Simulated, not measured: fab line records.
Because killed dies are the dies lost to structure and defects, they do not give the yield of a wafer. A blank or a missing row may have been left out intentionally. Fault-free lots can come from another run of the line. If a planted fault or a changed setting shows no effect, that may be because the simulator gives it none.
Matching of chambers ; flow gf180mcu ; GF_V1_CMP_04 on cmp-01: 4 sister chambers
The step polishes SiO2. 16 wafers are shown with their chamber, then 7 later ones without.

WAFERS WITH THEIR CHAMBER
wafer;chamber;motor current A (A);time to endpoint s (s);head pressure psi (psi)
L433.2;3;12.6;84;3.991
L433.4;0;12.5;80;4.009
L433.6;2;11.4;89;4.005
L434.2;2;12.2;82;4.006
L434.4;1;10.3;87;3.998
L434.6;0;12.2;78;3.999
L436.1;2;12.3;82;3.996
L436.2;1;10.7;79;3.996
L436.5;1;10.8;81;3.998
L438.1;1;10.7;83;4.014
L438.2;3;13.3;75;4.000
L438.3;2;12.3;81;3.995
L440.1;0;12.6;81;4.012
L440.3;2;12.3;81;4.003
L440.5;3;12.6;85;4.009
L443.4;2;11.7;90;4.011

SIGNATURES, as means of the wafers listed above
reading;chamber 0;chamber 1;chamber 2;chamber 3;scatter within a chamber
motor current A;12.433;10.625;12.033;12.833;0.331
time to endpoint s;79.67;82.50;84.17;81.33;3.95
head pressure psi;4.00667;4.00150;4.00267;4.00000;0.00739
Rule: for a wafer and a chamber, the distance is found by dividing, reading by reading, the gap between the wafer's reading and the chamber's mean by the reading's scatter, squaring, summing and taking the root. The wafer belongs to the nearest chamber; if the next one is less than 2 further off, it can't be placed. The scatter: take each reading less its chamber's mean, square it, sum over the shown wafers, divide by the number of wafers less the number of chambers, and take the root.

WAFERS MISSING THEIR CHAMBER
wafer;motor current A (A);time to endpoint s (s);head pressure psi (psi)
L443.5;12.1;93;4.010
L443.6;10.5;87;4.003
L444.4;11.2;80;4.000
L444.5;12.3;79;3.997
L444.6;13.2;83;3.991
L450.4;10.2;85;3.997
L450.6;9.8;76;3.990

EACH ONE'S CHAMBER
wafer;from the rows above;in truth
L443.5;can't be placed: 2 or 0 or 3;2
L443.6;1;1
L444.4;can't be placed: 1 or 2 or 0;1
L444.5;can't be placed: 0 or 2 or 3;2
L444.6;can't be placed: 3 or 0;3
L450.4;1;1
L450.6;1;1
Correct placement for 3 of the 7. These rows do not allow placing 4 (true chamber among the candidates in 4). Number placed wrongly: 0.
